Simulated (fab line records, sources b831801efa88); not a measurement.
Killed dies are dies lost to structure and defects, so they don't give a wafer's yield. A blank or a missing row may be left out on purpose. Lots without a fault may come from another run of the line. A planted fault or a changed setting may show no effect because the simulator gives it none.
fab line records | flow sky130
record lots=12 wafers=36 last_day=50
route steps=708 shown VT_ADJUST_LVTN@117 VT_ADJUST_NCORE@127 VT_ADJUST_PCH@150 SONOS_ONO@172 PAD_OPEN@708
lots that met no fault: from a run of the same line without faults
start_h: hours from the record's first day to the start of the lot's first wafer shown | wait_h: hours since the lot's step before | " the same as in the row above | L1.1+2: a row that stands for several wafers | - no value, or no start given | * or withheld: withheld | < > ~ a bound
route shown NAME@n: a module of which the file shows steps, and the number in the route of the first | usual: mean/standard deviation of fault-free wafers | same: alike in all rows | chamber/n: place in a boat | sites: the reading at each site | _std_site: their standard deviation | _edge_site: outer sites' mean less inner sites' | radius_mm: how far each site lies from the wafer's centre | mask NAME#n: copy n | behind: the tool/chamber that last shaped the wafer | hold: why the lot was held/for how many hours/how that ended | device: the transistor (n, p or np) that didn't switch | end of line: the same wafers' tests at the end of the route | a step without rows: its recipe alone | killed: dies lost to structure and defects at the first sort, not the wafer's yield | map: a wafer's dies, x killed, . not, _ none there
set.NAME: the setting as run; set.NAME@STEP: as run at that earlier step | model.NAME: the simulator's own value behind a step, which no gauge read
steps of the route over a sample of lots; a table a step, a row a wafer
services: from which hour (start_h, from the record's first day; less than 0 if before it) a tool's chamber was out of use, for how many hours, and why
## steps
# step SKY_VT_ADJUST_LVTN_STRIP_20
# recipe chemistry=O2/N2 power_w=1400 pressure_mtorr=1500 platen_temp_c=withheld o2_flow_sccm=3000 n2_flow_sccm=300 overash_fraction=0.5
# usual drypump_motor_current_A=5.8/0.59 oes_product_au=0.716/0.0046 strip_time_to_endpoint_s=14.17/0.044
# columns lot.wafer tool chamber start_h wait_h drypump_motor_current_A oes_product_au rf_hours_counter_h strip_time_to_endpoint_s
L229.1 plasma_asher-02 1 161.55 0.1 6.6 0.715 35 14.16
L229.2 " 0 " " 5.3 0.712 35 14.16
L229.5 " 0 " " 5.3 0.716 - 14.21
L230.3 plasma_asher-03 0 161.89 0.1 5.0 0.716 - 14.16
L230.5 " 1 " " 6.0 0.715 - 14.19
L230.6 " 0 " " 5.0 0.714 - 14.15
L231.1 plasma_asher-03 1 178.07 0.1 6.0 0.720 6 14.18
L231.3 " 0 " " 5.0 0.718 - 14.19
L231.4 " 1 " " 6.0 0.714 - 14.16
L232.2 plasma_asher-01 0 180.23 0.1 5.6 0.719 46 14.12
L232.4 " 0 " " 5.6 0.711 - 14.11
L232.6 " 0 " " 5.6 0.707 - 14.15
L233.2 plasma_asher-03 0 192.07 0.1 5.0 0.706 8 14.19
L233.3 " 0 " " 5.0 0.717 - 14.17
L233.4 " 1 " " 6.0 0.714 - 14.19
L241.2 plasma_asher-03 1 244.07 0.1 6.0 0.713 12 14.11
L241.5 " 0 " " 5.0 0.714 - 14.11
L241.6 " 1 " " 6.0 0.714 - 14.20
L244.4 plasma_asher-02 1 267.24 0.1 6.6 0.714 - 14.10
L244.5 " 0 " " 5.3 0.718 - 14.19
L244.6 " 1 " " 6.6 0.716 - 14.12
L245.1 plasma_asher-02 0 274.17 0.1 5.3 0.715 47 14.13
L245.4 " 1 " " 6.7 0.718 - 14.09
L245.6 " 0 " " 5.3 0.720 - 14.13
L247.4 plasma_asher-02 0 282.26 0.1 5.3 0.714 - 14.19
L247.5 " 0 " " 5.3 0.711 - 14.20
L247.6 " 1 " " 6.6 0.707 - 14.23
L248.3 plasma_asher-03 1 294.44 0.1 6.0 0.720 - 14.11
L248.5 " 1 " " 6.0 0.725 - 14.19
L248.6 " 0 " " 5.0 0.711 - 14.15
L249.2 plasma_asher-01 0 302.42 0.1 5.6 0.713 58 14.18
L249.3 " 0 " " 5.6 0.719 - 14.15
L249.4 " 1 " " 6.5 0.714 - 14.16
L252.3 plasma_asher-01 0 321.36 0.1 5.6 0.718 - 14.17
L252.4 " 1 " " 6.4 0.714 - 14.18
L252.5 " 0 " " 5.6 0.723 - 14.22
# step SKY_VT_ADJUST_NCORE_OVL_MEAS_08
# usual VT_ADJUST_NCORE_OVL=-0.3/1.4
# columns lot.wafer tool chamber start_h wait_h VT_ADJUST_NCORE_OVL[nm]
L229.1 overlay-02 - 182.52 0.1 0.4
L229.2 " - " " 1.1
L229.5 " - " " 1.1
L230.3 overlay-02 - 182.90 0.1 1.4
L230.5 " - " " 1.7
L230.6 " - " " 2.4
L231.1 overlay-01 - 199.37 0.1 0.7
L231.3 " - " " 0.4
L231.4 " - " " 0.4
L232.2 overlay-02 - 201.27 0.1 -1.9
L232.4 " - " " -1.9
L232.6 " - " " -1.0
L233.2 overlay-02 - 213.57 0.1 1.0
L233.3 " - " " 0.0
L233.4 " - " " 0.6
L241.2 overlay-02 - 267.37 0.1 -1.3
L241.5 " - " " -0.2
L241.6 " - " " -1.5
L244.4 overlay-01 - 292.23 0.1 2.1
L244.5 " - " " 0.6
L244.6 " - " " 0.2
L245.1 overlay-01 - 299.49 0.1 1.2
L245.4 " - " " 1.5
L245.6 " - " " 1.0
L247.4 overlay-02 - 307.41 0.1 -0.9
L247.5 " - " " -1.6
L247.6 " - " " -2.2
L248.3 overlay-02 - 320.13 0.1 -0.3
L248.5 " - " " -2.0
L248.6 " - " " -1.7
L249.2 overlay-02 - 328.22 0.1 -2.1
L249.3 " - " " -0.6
L249.4 " - " " -1.8
L252.3 overlay-02 - 348.60 0.1 -0.5
L252.4 " - " " -0.8
L252.5 " - " " -0.6
# step SKY_VT_ADJUST_PCH_OVL_MEAS_07
# usual VT_ADJUST_PCH_OVL=-1.2/1.2
# columns lot.wafer tool chamber start_h wait_h VT_ADJUST_PCH_OVL[nm]
L229.1 overlay-01 - 226.59 - 0.2
L229.2 " - " " 0.2
L229.5 " - " " 1.7
L230.3 overlay-02 - 227.30 - -2.2
L230.5 " - " " -2.8
L230.6 " - " " -2.8
L231.1 overlay-02 - 244.59 - -0.1
L231.3 " - " " -0.4
L231.4 " - " " 0.3
L232.2 overlay-01 - 246.47 - -0.1
L232.4 " - " " 0.6
L232.6 " - " " -1.9
L233.2 overlay-01 - 260.89 - -0.7
L233.3 " - " " 0.5
L233.4 " - " " -0.8
L241.2 overlay-01 - 318.87 - -0.7
L241.5 " - " " -1.9
L241.6 " - " " 0.3
L244.4 overlay-01 - 344.76 - -2.7
L244.5 " - " " -1.3
L244.6 " - " " -1.1
L245.1 overlay-02 - 352.47 - -0.5
L245.4 " - " " 0.4
L245.6 " - " " 0.2
L247.4 overlay-01 - 361.84 - -3.0
L247.5 " - " " -1.9
L247.6 " - " " -0.6
L248.3 overlay-01 - 375.58 - 0.3
L248.5 " - " " 0.4
L248.6 " - " " 0.0
L249.2 overlay-02 - 385.09 - -1.4
L249.3 " - " " -1.6
L249.4 " - " " -2.2
L252.3 overlay-01 - 406.63 - -1.2
L252.4 " - " " -0.9
L252.5 " - " " -2.6
# step SKY_SONOS_ONO_CVD_04
# recipe material=SiO2 precursor=SiH4/N2O target_thk_nm=5.7199 temp_c=900 pressure_mtorr=400
# usual pressure_mtorr=400.2/0.79 spike_tc_centre_C=901.1/1.4 zone_power_upper_pct=18.0/0.84
# columns lot.wafer tool chamber start_h wait_h pressure_mtorr spike_tc_centre_C zone_power_upper_pct
L229.1 lpcvd-03 1 255.05 0.1 400.9 902.9 17.0
L229.2 " 1 " " 400.2 901.7 17.0
L229.5 " 1 " " 400.0 900.6 17.3
L230.3 lpcvd-03 0 255.05 0.0 399.8 899.9 18.6
L230.5 " 0 " " 399.4 898.4 18.8
L230.6 " 0 " " 400.0 901.3 18.8
L231.1 lpcvd-03 1 272.27 0.1 481.2 901.8 17.3
L231.3 " 1 " " 479.4 902.8 17.1
L231.4 " 1 " " 479.3 903.3 17.2
L232.2 lpcvd-03 0 277.04 0.0 479.4 901.1 19.0
L232.4 " 0 " " 480.8 900.8 18.8
L232.6 " 0 " " 480.6 898.9 18.5
L233.2 lpcvd-03 1 290.57 0.0 480.1 902.4 17.0
L233.3 " 1 " " 479.8 903.5 16.8
L233.4 " 1 " " 480.6 902.1 17.3
L241.2 lpcvd-03 1 349.66 0.0 402.3 901.0 17.1
L241.5 " 1 " " 401.3 902.5 17.0
L241.6 " 1 " " 400.7 901.3 17.1
L244.4 lpcvd-03 0 376.53 0.0 399.2 901.2 18.5
L244.5 " 0 " " 399.7 901.5 18.8
L244.6 " 0 " " 399.5 900.6 18.9
L245.1 lpcvd-03 0 388.30 0.1 401.3 901.0 18.9
L245.4 " 0 " " 401.3 901.0 18.6
L245.6 " 0 " " 400.0 898.3 18.6
L247.4 lpcvd-03 0 395.44 0.0 400.3 900.8 18.5
L247.5 " 0 " " 399.2 900.4 18.6
L247.6 " 0 " " 400.5 900.8 18.8
L248.3 lpcvd-03 0 410.96 0.0 399.8 901.4 18.6
L248.5 " 0 " " 399.9 899.8 19.0
L248.6 " 0 " " 399.8 900.4 18.7
L249.2 lpcvd-03 1 421.38 0.0 399.6 900.3 17.2
L249.3 " 1 " " 399.8 902.1 17.0
L249.4 " 1 " " 399.1 900.0 17.0
L252.3 lpcvd-03 0 444.66 0.0 399.5 899.5 18.7
L252.4 " 0 " " 400.1 898.9 18.8
L252.5 " 0 " " 399.9 899.1 18.7
# step SKY_SONOS_ONO_THK_MEAS_05
# recipe reads=SiO2_of_SONOS_ONO_CVD_04
# usual SONOS_ONO_CVD_04_THK=5.75/0.11
# columns lot.wafer tool chamber start_h wait_h SONOS_ONO_CVD_04_THK[nm]
L229.1 film_metro-04 - 256.30 0.0 5.71
L229.2 " - " " 5.67
L229.5 " - " " 5.69
L230.3 film_metro-03 - 256.32 0.0 5.80
L230.5 " - " " 5.72
L230.6 " - " " 5.75
L231.1 film_metro-02 - 273.52 0.0 6.22
L231.3 " - " " 6.16
L231.4 " - " " 6.15
L232.2 film_metro-04 - 278.92 0.0 6.34
L232.4 " - " " 6.38
L232.6 " - " " 6.38
L233.2 film_metro-02 - 291.83 0.0 6.52
L233.3 " - " " 6.51
L233.4 " - " " 6.42
L241.2 film_metro-04 - 350.92 0.0 5.82
L241.5 " - " " 5.84
L241.6 " - " " 5.82
L244.4 film_metro-02 - 377.81 0.0 5.60
L244.5 " - " " 5.70
L244.6 " - " " 5.69
L245.1 film_metro-03 - 389.55 0.0 5.67
L245.4 " - " " 5.55
L245.6 " - " " 5.62
L247.4 film_metro-02 - 396.72 0.0 5.80
L247.5 " - " " 5.76
L247.6 " - " " 5.88
L248.3 film_metro-03 - 412.23 0.0 5.59
L248.5 " - " " 5.76
L248.6 " - " " 5.60
L249.2 film_metro-04 - 422.64 0.0 5.59
L249.3 " - " " 5.64
L249.4 " - " " 5.67
L252.3 film_metro-02 - 445.93 0.0 5.66
L252.4 " - " " 5.73
L252.5 " - " " 5.72
# step SKY_PAD_OPEN_PROBE_99
# usual killed_at_M0_to_M3=43/6.8 killed_at_M4_up=2.9/1.7 killed_at_contacts=24/5.4 killed_at_front_end=15/4.8 killed_at_other=0.3/0.57 killed_dies=85/9.4 killed_on_rim=16/4 killed_open=47/7.5 killed_short=38/5.7
# same gross_dies=492 killed_at_back_side=0
# columns lot.wafer tool chamber start_h wait_h killed_at_M0_to_M3 killed_at_M4_up killed_at_contacts killed_at_front_end killed_at_other killed_dies killed_on_rim killed_open killed_short
L233.2 prober-01 - 1097.26 0.1 42 3 45 13 1 104 21 57 47
L233.3 prober-01 - 1097.31 0.2 28 4 24 10 0 66 17 38 28
L233.4 prober-01 - 1097.36 0.2 35 1 24 8 1 69 10 33 36
# killed by level:class
L233.2 CONTACT:geometric_particle:open=16 LI_CONTACT:geometric_particle:open=10 CONTACT:geometric_particle:short=9 VIA1:geometric_particle:open=9 LOCAL_INTERCONNECT:geometric_particle:short=7 VIA3:geometric_particle:open=7 FIELD_ISO:geometric_particle:short=4 VIA3:geometric_particle:short=4
L233.3 VIA1:geometric_particle:open=11 LI_CONTACT:geometric_particle:open=9 CONTACT:geometric_particle:open=9 LOCAL_INTERCONNECT:geometric_particle:short=4 FIELD_ISO:geometric_particle:short=3 METAL4:geometric_particle:short=3 VIA1:geometric_particle:short=3 METAL2:geometric_particle:short=3
L233.4 METAL1:geometric_particle:short=10 LI_CONTACT:geometric_particle:open=8 VIA1:geometric_particle:open=8 CONTACT:geometric_particle:open=6 LI_CONTACT:geometric_particle:short=5 VIA3:geometric_particle:open=4 LOCAL_INTERCONNECT:geometric_particle:short=3 METAL3:geometric_particle:short=3
## services
# columns tool chamber start_h hours kind
plasma_asher-01 - 171.03 2.8 pm
lpcvd-03 - 175.76 1.6 repair
plasma_asher-03 - 192.72 4.5 repair
plasma_asher-01 - 212.75 12.0 repair
plasma_asher-03 - 234.28 2.2 repair
plasma_asher-03 - 327.96 13.8 repair
plasma_asher-01 - 421.25 9.0 pm
plasma_asher-01 0 421.25 9.0 vent_cycle
plasma_asher-01 1 421.25 9.0 vent_cycle
plasma_asher-01 0 430.25 - clean
plasma_asher-01 1 430.25 - clean
## key
first_sign step=SKY_SONOS_ONO_CVD_04 reading=pressure_mtorr direction=up sigmas=99+ usual=400.2 struck=480.1
effect step=SKY_SONOS_ONO_THK_MEAS_05 reading=SONOS_ONO_CVD_04_THK direction=up sigmas=5.2 usual=5.75 struck=6.34
met_at SKY_SONOS_ONO_CVD_04
struck_lots L231,L232,L233
tester_left_out L231,L232,L233
not_acting_at SKY_VT_ADJUST_LVTN_STRIP_20,SKY_VT_ADJUST_NCORE_OVL_MEAS_08,SKY_VT_ADJUST_PCH_OVL_MEAS_07
onset_between 255.05 272.27
fault kind=process_parameter_drift tool=lpcvd-03 chamber=- onset_h=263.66 steps=SKY_SONOS_ONO_CVD_04 channel=pressure_mtorr offset=80 shape=step end_h=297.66 stated=400
# tester_left_out: of these lots the tester's yield and bins aren't shown, on N5 and GAA mostly nor the transistor test; their killed dies are dies lost to structure and defects alone, not to doping, threshold or leakage, so they don't give the yield
